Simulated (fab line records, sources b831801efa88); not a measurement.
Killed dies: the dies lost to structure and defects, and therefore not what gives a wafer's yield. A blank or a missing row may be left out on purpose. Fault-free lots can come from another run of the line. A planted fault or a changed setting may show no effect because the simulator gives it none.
A lot that was struck, set against a sound lot :: flow sky130 :: 14 steps out of a route of 708
Sound: the wafers L826.1, L826.2, L826.6. The struck wafers were L818.1, L818.3, L818.4. Last of all comes the cause.
At each step with rows: each side's tool, then ch and its chambers, then its first start. Under that, the readings that differ: sound wafers :: struck wafers :: difference of the means :: sigmas: that difference in standard deviations of wafers without a fault.
alike: same words and numbers on both sides, and readings whose means sit less than 2 such deviations apart. not compared: any withheld reading, any reading some wafer has no value for, any bound like >300 that may hide the same value, and any number with overlapping values for which the record gives no deviation.
Wherever a step has rows on one side only, a row that says differs or no value, or a row with sigmas, the two part there. Numbers that have no deviation but don't overlap get no sigmas and don't part them. A reading missing from all wafers of one side parts the sides only when that side holds two or more wafers.

SKY_VIA1_CD_MEAS_12 targets a cd of 150 nm.
  sound on cdSem-01 at day 39 10:38; struck on cdSem-01 at day 37 00:56
  alike: cdNm
SKY_VIA1_OVL_MEAS_13:
  sound on overlay-01 at day 39 10:46; struck on overlay-02 at day 37 01:04
reading: VIA1_OVL (nm)
sound: -4 -9 -10
struck: 10 8 9
difference: +17
sigmas: +3
SKY_VIA1_ETCH_14: etches BARC in N2/H2, stops on SiO2, time 45.9 s, target depth 60 nm.
  sound on rieDiel-01 ch 1,2, day 39 10:48; struck on rieDiel-04 ch 0,2,3, day 37 01:05
  alike: drypumpMotorCurrentA, oesProductAu, rfFwdPowerW, throttleValvePct
  not compared: rfHoursCounterH
SKY_VIA1_ETCH_15: etches SiO2 in C4F8/O2/Ar, stops on TiN, target depth 351 nm, time 54 s.
  sound on rieDiel-01 ch 1,2, day 39 10:50; struck on rieDiel-04 ch 0,2,3, day 37 01:08
  alike: oesProductAu, rfFwdPowerW
  not compared: rfHoursCounterH
SKY_VIA1_STRIP_16: strips in O2/N2.
  sound on plasmaAsher-01 ch 0,1, day 39 10:53; struck on plasmaAsher-03 ch 0,1, day 37 01:11
  alike: drypumpMotorCurrentA, oesProductAu, stripTimeToEndpointS
  not compared: rfHoursCounterH
then, 3 steps without rows for these wafers: SKY_VIA1_STRIP_17 (strips in post etch residue remover, time 1200 s); SKY_VIA1_CLEAN_18 (cleans in IPA, time 180 s); SKY_VIA1_CLEAN_19 (cleans in O3/DIW).
SKY_VIA1_SPUTTER_20: material TiN, target thk 20 nm, time 80 s.
  sound on pvdSputter-04 at day 39 11:29; struck on pvdSputter-03 at day 37 01:47
  alike: throttleValvePct
SKY_VIA1_CVD_21: deposits W, target thk 270 nm, time 80.902 s.
  sound on cvdW-01 ch 0,1, day 39 11:32; struck on cvdW-01 ch 0, day 37 01:50
  alike: heaterPowerOuterW, heaterPowerW
SKY_VIA1_RS_MEAS_22: a four-point-probe measurement.
  sound on filmMetro-02 at day 39 11:38; struck on filmMetro-04 at day 37 02:01
reading: VIA1_W_RS (ohm/sq)
sound: 0.417 0.421 0.418
struck: 0.429 0.434 0.430
difference: +0.012
sigmas: +3
SKY_VIA1_THK_MEAS_23: measures by xrf.
  sound on filmMetro-02 at day 39 11:45; struck on filmMetro-04 at day 37 02:08
reading: VIA1_W_THK (nm)
sound: 274 269 274
struck: 266 262 265
difference: -8
sigmas: -2
SKY_VIA1_CMP_24: polishes, stops on SiO2, t overpolish 15 s, target thk 0 nm.
  sound on cmp-02 ch 0,2, day 39 11:52; struck on cmp-02 ch 1,2,3, day 37 02:12
  no value came back on the struck wafers for any of 5 readings (edgeZonePressureFrac, headPressurePsi (psi) and others); on the sound wafers edgeZonePressureFrac reads 0.994 1.005 0.992
reading: model.W_of_VIA1_CVD_21.thkNm (nm)
sound: 0 0 0
struck: 269.3 265.7 269
difference: +268.0
sigmas: 

reading: model.SiO2_of_VIA1_HDPCVD_00.thkNm (nm)
sound: 342.3 341.2 343.5
struck: 346.9 345.7 344.4
difference: +3.3
sigmas: 
-- the record jumps here: 11 days lie between the struck wafers' starts before and after (it left off in module VIA1 and takes up again in module PAD_OPEN, whose first step shown is number 708 of the route) --
SKY_PAD_OPEN_PROBE_99:
  sound on prober-01 at day 49 23:38; struck on prober-02 at day 48 04:29
reading: defectLimitedYield (%)
sound: 78.9 82.3 79.9
struck: 0 0 0
difference: -80
sigmas: -40

reading: killed_at_M0_to_M3
sound: 48 46 36
struck: 449 456 450
difference: +408
sigmas: +60

reading: killedDies
sound: 104 87 99
struck: 492 492 492
difference: +395
sigmas: +41

reading: killedOnRim
sound: 22 16 20
struck: 96 96 96
difference: +77
sigmas: +19

reading: killedShort
sound: 49 47 53
struck: 36 32 33
difference: -16
sigmas: -2

reading: sort_bin_3_pad_short (%)
sound: 1.4 0.4 1.2
struck: 84.8 84.8 84.6
difference: +83.7
sigmas: +99 or more

reading: sort_bin_5_function (%)
sound: 13.2 9.8 12.6
struck: 9.1 7.5 10.4
difference: -2.9
sigmas: -2

reading: sortNPass
sound: 388 405 393
struck: 0 0 0
difference: -395
sigmas: -41

reading: sortYieldPct (%)
sound: 78.9 82.3 79.9
struck: 0 0 0
difference: -80
sigmas: -40
  alike: killed_at_M4_up, killedAtContacts, killedAtFrontEnd, killedAtOther, killedOpen, sort_bin_6_memory

## WHERE THEY PART
Last at SKY_PAD_OPEN_PROBE_99 as far as this record goes, first at SKY_VIA1_OVL_MEAS_13.

WHY: what the simulator had put in
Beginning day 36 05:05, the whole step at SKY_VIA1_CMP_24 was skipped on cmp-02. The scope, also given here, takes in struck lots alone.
